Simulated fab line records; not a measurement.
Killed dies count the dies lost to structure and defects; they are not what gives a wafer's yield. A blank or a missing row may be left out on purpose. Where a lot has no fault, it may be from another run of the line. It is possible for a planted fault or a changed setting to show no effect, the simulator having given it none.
Which tool is to blame? || flow sky130 || 10 lots, 30 wafers sampled, at 4 steps of a route of 708

WHAT THE GAUGES READ, wafer by wafer
SKY_POLY_GATE_THK_MEAS_01.
{"lot": "L888", "measured": "day 13 14:50", "on": "filmMetro-02", "POLY_GATE_CVD_00_THK (nm)": "177.5 176.4 177.2"}
{"lot": "L889", "measured": "day 14 02:43", "on": "filmMetro-02", "POLY_GATE_CVD_00_THK (nm)": "184.0 183.2 181.2"}
{"lot": "L891", "measured": "day 14 16:18", "on": "filmMetro-01", "POLY_GATE_CVD_00_THK (nm)": "183.2 184.7 182.4"}
{"lot": "L895", "measured": "day 16 09:11", "on": "filmMetro-02", "POLY_GATE_CVD_00_THK (nm)": "181.0 179.8 180.3"}
{"lot": "L896", "measured": "day 16 17:24", "on": "filmMetro-04", "POLY_GATE_CVD_00_THK (nm)": "179.5 179.3 180.3"}
{"lot": "L897", "measured": "day 17 12:45", "on": "filmMetro-01", "POLY_GATE_CVD_00_THK (nm)": "178.7 177.8 180.3"}
{"lot": "L904", "measured": "day 20 07:40", "on": "filmMetro-04", "POLY_GATE_CVD_00_THK (nm)": "180.4 180.0 181.7"}
{"lot": "L905", "measured": "day 20 09:15", "on": "filmMetro-02", "POLY_GATE_CVD_00_THK (nm)": "181.9 182.5 180.8"}
{"lot": "L907", "measured": "day 20 20:08", "on": "filmMetro-02", "POLY_GATE_CVD_00_THK (nm)": "107.4 105.7 106.0"}
{"lot": "L908", "measured": "day 21 00:06", "on": "filmMetro-04", "POLY_GATE_CVD_00_THK (nm)": "105.7 106.2 107.7"}

TOOL THAT RAN EACH LOT (tool first, then ch and the chambers of the sampled wafers, then the start)
{"lot": "L888", "SKY_VT_ADJUST_NCORE_STRIP_10": "plasmaAsher-02 ch 0,1, day 8 11:18", "SKY_VT_ADJUST_PCH_STRIP_09": "plasmaAsher-02 ch 0,1, day 10 06:22", "SKY_POLY_GATE_CVD_00": "lpcvd-01 ch 1, day 13 13:38"}
{"lot": "L889", "SKY_VT_ADJUST_NCORE_STRIP_10": "plasmaAsher-02 ch 0,1, day 8 18:32", "SKY_VT_ADJUST_PCH_STRIP_09": "plasmaAsher-02 ch 0,1, day 10 14:13", "SKY_POLY_GATE_CVD_00": "lpcvd-01 ch 1, day 14 01:29"}
{"lot": "L891", "SKY_VT_ADJUST_NCORE_STRIP_10": "plasmaAsher-01 ch 0,1, day 9 04:41", "SKY_VT_ADJUST_PCH_STRIP_09": "plasmaAsher-03 ch 0,1, day 11 01:23", "SKY_POLY_GATE_CVD_00": "lpcvd-01 ch 1, day 14 15:05"}
{"lot": "L895", "SKY_VT_ADJUST_NCORE_STRIP_10": "plasmaAsher-02 ch 0,1, day 10 13:08", "SKY_VT_ADJUST_PCH_STRIP_09": "plasmaAsher-02 ch 0,1, day 12 13:03", "SKY_POLY_GATE_CVD_00": "lpcvd-01 ch 1, day 16 07:58"}
{"lot": "L896", "SKY_VT_ADJUST_NCORE_STRIP_10": "plasmaAsher-01 ch 0,1, day 10 21:11", "SKY_VT_ADJUST_PCH_STRIP_09": "plasmaAsher-02 ch 1, day 12 21:20", "SKY_POLY_GATE_CVD_00": "lpcvd-01 ch 0, day 16 16:12"}
{"lot": "L897", "SKY_VT_ADJUST_NCORE_STRIP_10": "plasmaAsher-04 ch 0,1, day 11 13:51", "SKY_VT_ADJUST_PCH_STRIP_09": "plasmaAsher-02 ch 0,1, day 13 14:59", "SKY_POLY_GATE_CVD_00": "lpcvd-01 ch 1, day 17 11:32"}
{"lot": "L904", "SKY_VT_ADJUST_NCORE_STRIP_10": "plasmaAsher-02 ch 0,1, day 13 17:29", "SKY_VT_ADJUST_PCH_STRIP_09": "plasmaAsher-04 ch 1, day 16 00:05", "SKY_POLY_GATE_CVD_00": "lpcvd-01 ch 1, day 20 06:28"}
{"lot": "L905", "SKY_VT_ADJUST_NCORE_STRIP_10": "plasmaAsher-01 ch 0,1, day 14 00:45", "SKY_VT_ADJUST_PCH_STRIP_09": "plasmaAsher-03 ch 0,1, day 16 06:29", "SKY_POLY_GATE_CVD_00": "lpcvd-01 ch 0, day 20 08:02"}
{"lot": "L907", "SKY_VT_ADJUST_NCORE_STRIP_10": "plasmaAsher-02 ch 0,1, day 14 08:08", "SKY_VT_ADJUST_PCH_STRIP_09": "plasmaAsher-02 ch 0,1, day 16 15:21", "SKY_POLY_GATE_CVD_00": "lpcvd-01 ch 0, day 20 18:19"}
{"lot": "L908", "SKY_VT_ADJUST_NCORE_STRIP_10": "plasmaAsher-02 ch 0,1, day 14 09:36", "SKY_VT_ADJUST_PCH_STRIP_09": "plasmaAsher-02 ch 0,1, day 16 16:22", "SKY_POLY_GATE_CVD_00": "lpcvd-01 ch 0, day 20 22:18"}
- SKY_VT_ADJUST_NCORE_STRIP_10: strips in O2/N2.
- SKY_VT_ADJUST_PCH_STRIP_09: strips in O2/N2.
- SKY_POLY_GATE_CVD_00: deposits poly-Si, target thk 180 nm, time 720 s.

THE ANSWER, worked out from the rows above alone
Rule: usual is defined by the lots themselves. Put in order of their means at a reading, lots are off if they are a third of the lots or fewer, leave a main group of 4 or more, and stand apart from it by a gap of 3 or more times the standard deviation of the main group's means; of several such gaps the widest counts. A main group is skipped when, at the precision printed for the reading in the tables above, its means are all equal. Also off: a lot with no number at a reading for which 4 or more lots have one. Where the step has rows for the other lots, those lots are counted as sound.
Off: at SKY_POLY_GATE_THK_MEAS_01 (POLY_GATE_CVD_00_THK), L907, L908. The main group: mean 180.6 nm, standard deviation 2.
A tool fits if, at a process step before that reading, it ran every lot that is off, and no sound lot after the first of them. Those tools and the gauges at SKY_POLY_GATE_THK_MEAS_01 are tried in the same way. This does not decide it: 2 tools fit, namely plasmaAsher-02 at SKY_VT_ADJUST_NCORE_STRIP_10 and SKY_VT_ADJUST_PCH_STRIP_09 and lpcvd-01 at SKY_POLY_GATE_CVD_00.

WHAT WAS PUT IN BY THE SIMULATOR
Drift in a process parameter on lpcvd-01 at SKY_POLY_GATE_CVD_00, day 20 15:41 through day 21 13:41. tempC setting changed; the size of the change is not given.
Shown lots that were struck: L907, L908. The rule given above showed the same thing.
